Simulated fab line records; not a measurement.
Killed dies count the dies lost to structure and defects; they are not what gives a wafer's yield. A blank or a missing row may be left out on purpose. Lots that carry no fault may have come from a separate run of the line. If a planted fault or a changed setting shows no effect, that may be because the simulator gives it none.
A lot that was struck, set against a sound lot	flow sky130	16 out of 708 route steps
Sound: these wafers, L845.1, L845.2, L845.5. Struck: wafer L854.6 (left out: L854.1, L854.4 of the same lot, which were not struck); the cause appears at the end.
Per side, at each step with rows, come the tool, then ch with its chambers, and then its first start. Under that, the readings that differ: sound wafers	struck wafers	difference of the means	sigmas: that difference in standard deviations of wafers without a fault.
alike: same words and numbers on both sides, and readings whose means sit less than 2 such deviations apart. not compared: any withheld reading, any reading some wafer has no value for, any bound like >300 that may hide the same value, and any number with overlapping values for which the record gives no deviation.
The two part at a step that has a row with sigmas, a row that says differs or no value, or rows on one side only. Numbers that have no deviation but don't overlap get no sigmas and don't part them. A reading missing from all wafers of one side parts the sides only when that side holds two or more wafers.

first, 2 steps without rows for these wafers: SKY_METAL4_PEB_11; SKY_METAL4_DEVELOP_12 (develop time 60 s).
SKY_METAL4_CD_MEAS_13 targets a cd of 300 nm.
  sound on cd sem-02 at day 43 10:16; struck on cd sem-01 at day 45 22:49
  alike: cd nm
SKY_METAL4_OVL_MEAS_14:
  sound on overlay-02 at day 43 10:23; struck on overlay-01 at day 45 22:56
  alike: METAL4_OVL
SKY_METAL4_DESCUM_15: chemistry O2, time 8 s.
  sound on rie metal-04 ch 0,1, day 43 10:25; struck on rie metal-02 ch 1, day 45 22:59
reading	sound	struck	difference	sigmas
drypump motor current A (A)	6.3 5.2 6.3	4.8	-1.1	-2
  alike: oes product au, rf fwd power W
  not compared: rf hours counter h
SKY_METAL4_ETCH_16: etches BARC in N2/H2, stops on SiO2, time 88.2 s, target depth 60 nm.
  sound on rie metal-04 ch 0,1, day 43 10:26; struck on rie metal-02 ch 1, day 45 23:01
reading	sound	struck	difference	sigmas
drypump motor current A (A)	6.3 5.2 6.3	4.8	-1.1	-2
throttle valve pct (%)	13.199 13.197 13.191	13.218	+0.022	+2
  alike: h2 flow sccm, oes product au, rf fwd power W
  not compared: rf hours counter h
SKY_METAL4_ETCH_17: etches SiO2 in C4F8/O2/Ar, stops on TiN, time 3.9 s, target depth 15 nm.
  sound on rie diel-01 ch 1,2,3, day 43 10:32; struck on rie diel-01 ch 1, day 45 23:07
  alike: oes product au, rf fwd power W
  not compared: rf hours counter h
SKY_METAL4_METAL_ETCH_18: etches the open film in Cl2/BCl3, stops on SiO2, target depth 845 nm, time 183.1 s.
  sound on rie metal-02 ch 1, day 43 10:34; struck on rie metal-03 ch 1, day 45 23:08
reading	sound	struck	difference	sigmas
drypump motor current A (A)	4.8 4.8 4.8	5.9	+1.1	+3
throttle valve pct (%)	22.255 22.263 22.260	22.276	+0.017	+2
  alike: oes product au, rf fwd power W
  not compared: rf hours counter h
then, 4 steps without rows for these wafers: SKY_METAL4_STRIP_19 (strips in O2/N2); SKY_METAL4_STRIP_20 (strips in post etch residue remover, time 1200 s); SKY_METAL4_CLEAN_21 (cleans in IPA, time 180 s); SKY_METAL4_CLEAN_22 (cleans in O3/DIW).
SKY_VIA4_HDPCVD_00: deposits SiO2, target thk 1750 nm, time 291.7 s.
  sound on hdpcvd-02 ch 0,2, day 43 11:36; struck on hdpcvd-02 ch 1, day 45 23:54
reading	sound	struck	difference	sigmas
sih4 flow sccm (sccm)	59.90 60.09 59.82	71.98	+12.04	+63
model.SiO2_of_VIA4_HDPCVD_00.thk nm (nm)	1781 1748 1784	2078	+307	
SKY_VIA4_THK_MEAS_01:
  sound on film metro-04 at day 43 11:47; struck on film metro-04 at day 46 00:05
reading	sound	struck	difference	sigmas
VIA4_HDPCVD_THK (nm)	1782 1747 1783	2078	+307	+15
SKY_VIA4_CMP_02: polishes SiO2.
  sound on cmp-02 ch 0,3, day 43 11:55; struck on cmp-01 ch 2, day 46 00:08
reading	sound	struck	difference	sigmas
motor current A (A)	12.6 12.2 13.4	10.5	-2.2	-2
-- the record jumps here: 3 days lie between the struck wafers' starts before and after (it left off in module VIA4 and takes up again in module PAD_OPEN, whose first step shown is number 708 of the route) --
SKY_PAD_OPEN_PROBE_99:
  sound on prober-01 at day 47 07:31; struck on prober-02 at day 49 10:31
reading	sound	struck	difference	sigmas
sort_bin_5_function (%)	9.3 10.6 9.8	12.8	+2.9	+2
  alike: defect limited yield, killed_at_M0_to_M3, killed_at_M4_up, killed at contacts, killed at front end, killed at other, killed dies, killed on rim, killed open, killed short, sort_bin_3_pad_short, sort_bin_6_memory, sort_bin_8_speed, sort n pass, sort yield pct

WHERE THEY PART
First at SKY_METAL4_DESCUM_15; last, within this record, at SKY_PAD_OPEN_PROBE_99.

WHY: what had been put in by the simulator
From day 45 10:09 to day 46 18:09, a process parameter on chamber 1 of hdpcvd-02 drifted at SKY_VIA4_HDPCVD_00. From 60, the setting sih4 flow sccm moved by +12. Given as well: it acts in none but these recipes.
